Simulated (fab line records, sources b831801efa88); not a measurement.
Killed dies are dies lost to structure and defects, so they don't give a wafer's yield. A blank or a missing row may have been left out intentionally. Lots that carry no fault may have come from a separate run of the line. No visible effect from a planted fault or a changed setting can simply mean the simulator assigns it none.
Which tool is to blame?    flow gf180mcu    6 lots, 18 wafers sampled, at 1 step of a route of 602

== WHAT THE GAUGES SHOWED, per wafer ==
GF_V3_OVL_MEAS_15.
lot   measured      on          V3_OVL (nm)
L132  day 23 21:44  overlay-02  -1 6 0
L135  day 24 17:31  overlay-01  5 3 7
L146  day 27 19:52  overlay-01  2 5 9
L148  day 28 07:16  overlay-01  -1 0 0
L150  day 28 20:04  overlay-01  8 5 9
L152  day 29 06:23  overlay-02  -1 3 -2

== WHICH TOOL RAN EACH LOT (tool, then ch and the chambers of the sampled wafers, then the start) ==
The record shows no process step preceding these readings.

== THE ANSWER, worked out from the rows above alone ==
Rule: usual is defined by the lots themselves. Put in order of their means at a reading, lots are off if they are a third of the lots or fewer, leave a main group of 4 or more, and stand apart from it by a gap of 3 or more times the standard deviation of the main group's means; of several such gaps the widest counts. The tables above print the reading to a certain number of digits; a main group whose means all agree to those digits is not used. Also off: a lot with no number at a reading for which 4 or more lots have one. Where the step has rows for the other lots, those lots are counted as sound.
None of the lots is off at any reading shown; this tells nothing.

== WHAT HAD BEEN PUT IN BY THE SIMULATOR ==
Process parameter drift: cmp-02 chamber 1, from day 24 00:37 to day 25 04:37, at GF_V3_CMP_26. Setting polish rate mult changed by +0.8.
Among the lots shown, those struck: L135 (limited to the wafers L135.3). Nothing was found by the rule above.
